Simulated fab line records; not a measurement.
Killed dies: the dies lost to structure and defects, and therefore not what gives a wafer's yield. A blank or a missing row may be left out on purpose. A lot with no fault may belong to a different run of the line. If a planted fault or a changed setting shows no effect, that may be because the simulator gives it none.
Which tool is to blame? :: flow gf180mcu :: route of 602 steps, sampled at 1 step: 6 lots, 17 wafers

## WHAT THE GAUGES READ, wafer by wafer
GF_V5_OVL_MEAS_15.
lot: L657
measured: day 27 06:05
on: overlay-02
V5_OVL (nm): 0 6 8

lot: L660
measured: day 28 12:02
on: overlay-02
V5_OVL (nm): -1 -3 10

lot: L662
measured: day 29 03:29
on: overlay-02
V5_OVL (nm): -2 10 2

lot: L670
measured: day 31 16:02
on: overlay-02
V5_OVL (nm): -1 -6

lot: L677
measured: day 33 04:47
on: overlay-01
V5_OVL (nm): 1 -2 8

lot: L679
measured: day 33 14:30
on: overlay-02
V5_OVL (nm): 3 1 2

## EACH LOT AND THE TOOL THAT RAN IT (in order: tool; ch and the chambers of the sampled wafers; start)
There is no process step in the record ahead of these readings.

## THE ANSWER, worked out from the rows above alone
Rule: usual is defined by the lots themselves. Put in order of their means at a reading, lots are off if they are a third of the lots or fewer, leave a main group of 4 or more, and stand apart from it by a gap of 3 or more times the standard deviation of the main group's means; of several such gaps the widest counts. A main group whose means are all the same, to the digits that the tables above print for the reading, isn't used. A lot without any number at a reading at which 4 lots or more have one is off too. Any other lot the step has rows for is counted as sound.
Off: at GF_V5_OVL_MEAS_15 (V5_OVL), L670. For the main group the mean is 3 nm and the standard deviation 1.
A tool fits if, at a process step before that reading, it ran every lot that is off, and no sound lot after the first of them. The gauges at GF_V5_OVL_MEAS_15 are tried like those tools. None of those tried fits.

## WHAT THE SIMULATOR PUT IN
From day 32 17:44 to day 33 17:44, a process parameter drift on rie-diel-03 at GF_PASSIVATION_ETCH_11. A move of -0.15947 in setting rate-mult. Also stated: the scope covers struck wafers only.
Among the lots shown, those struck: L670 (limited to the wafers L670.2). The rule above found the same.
